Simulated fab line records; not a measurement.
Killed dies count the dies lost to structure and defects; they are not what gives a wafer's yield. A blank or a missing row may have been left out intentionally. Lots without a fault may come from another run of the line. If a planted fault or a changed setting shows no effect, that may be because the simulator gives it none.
A single fault, viewed from 2 desks :: flow gf180mcu :: what lay behind the numbers comes last; until then each desk has only its own

## TOOL OWNER'S DESK, pecvd-04
The tool's own readings at GF_SAB_CVD_00 (deposits SiO2 from TEOS, target thk 50 nm, time 4.9302 s): means of the sampled wafers that have a number, for each lot that ran on this tool. The brackets show how far a lot's mean lies from the usual mean; more than 4 standard deviations puts the lot out of limits, marked OUT.
Columns: A = heater power w at GF_SAB_CVD_00, usual 689 W; B = susceptor temp C at GF_SAB_CVD_00, usual 399.97 C
lot: L650
first seen here: day 16 15:25
A: 682
B: 399.92

lot: L654
first seen here: day 18 06:23
A: 628
B: 399.95

lot: L655
first seen here: day 18 11:12
A: 646
B: 399.94

lot: L662
first seen here: day 21 01:40
A: 629
B: 399.95

lot: L665
first seen here: day 21 20:46
A: 586
B: 400.04
This desk's finding: nothing out of limits on any of the 5 lots.

## METROLOGY DESK
Lot by lot, what the gauges showed, no matter which tool ran the lot: averages of those sampled wafers that carry a number. The brackets show how far a lot's mean lies from the usual mean; more than 4 standard deviations puts the lot out of limits, marked OUT.
Columns: A = HV_LDD_CVD_54_THK at GF_HV_LDD_THK_MEAS_55, usual 9.98 nm; B = PSD_TW at GF_PSD_TW_MEAS_11, usual 3173; C = SAB_CVD_00_THK at GF_SAB_THK_MEAS_01, usual 50.3 nm; D = CONTACT_CVD_02_THK at GF_CONTACT_THK_MEAS_03, usual 869 nm
lot: L643
first seen here: day 12 18:13
A: 9.96
B: 3171
C: 50.6
D: 865

lot: L644
first seen here: day 13 03:17
A: 10.08
B: 3173
C: 50.4
D: 877

lot: L646
first seen here: day 13 16:28
A: 10.06
B: 3167
C: 50.7
D: 875

lot: L647
first seen here: day 13 23:12
A: 10.03
B: 3168
C: 50.2
D: 866

lot: L648
first seen here: day 14 07:11
A: 10.04
B: 3181
C: 51.0
D: 874

lot: L649
first seen here: day 14 11:16
A: 10.02
B: 3151
C: 50.8
D: 865

lot: L650
first seen here: day 14 17:01
A: 10.11
B: 3178
C: 50.7
D: 866

lot: L651
first seen here: day 15 07:55
A: 9.78
B: 3175
C: 50.7
D: 873

lot: L652
first seen here: day 15 13:54
A: 9.87
B: 3176
C: 50.0
D: 865

lot: L654
first seen here: day 16 05:29
A: 9.97
B: 3173
C: 50.0
D: 868

lot: L655
first seen here: day 16 10:32
A: 10.16
B: 3179
C: 49.7
D: 861

lot: L662
first seen here: day 18 23:06
A: 9.97
B: 3186
C: 73.6 (+31) OUT
D: 879

lot: L665
first seen here: day 19 18:23
A: 9.89
B: 3190
C: 74.3 (+32) OUT
D: 880

lot: L666
first seen here: day 20 04:42
A: 9.76
B: 3179
C: 50.3
D: 869
Finding of this desk: L662, L665 out of limits, first seen on L662 at day 21 01:41 (SAB_CVD_00_THK at GF_SAB_THK_MEAS_01). In limits: L643, L644, L646, L647, L648, L649, L650, L651, L652, L654, L655, L666.

## BROUGHT TOGETHER
On L662, L665, the metrology desk was in a position to raise an alarm at day 21 01:41.
The tool owner's desk saw nothing out of limits.
Tool owner's desk: L662, L665 on record, inside its limits.
Every lot named ran GF_SAB_CVD_00 on pecvd-04.

## WHAT HAD BEEN PUT IN BY THE SIMULATOR
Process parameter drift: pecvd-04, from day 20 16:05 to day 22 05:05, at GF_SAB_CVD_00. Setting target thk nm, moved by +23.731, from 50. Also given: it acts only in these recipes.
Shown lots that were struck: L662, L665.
Hours from the fault's start to each desk's first reading out of limits: the metrology desk, 10.
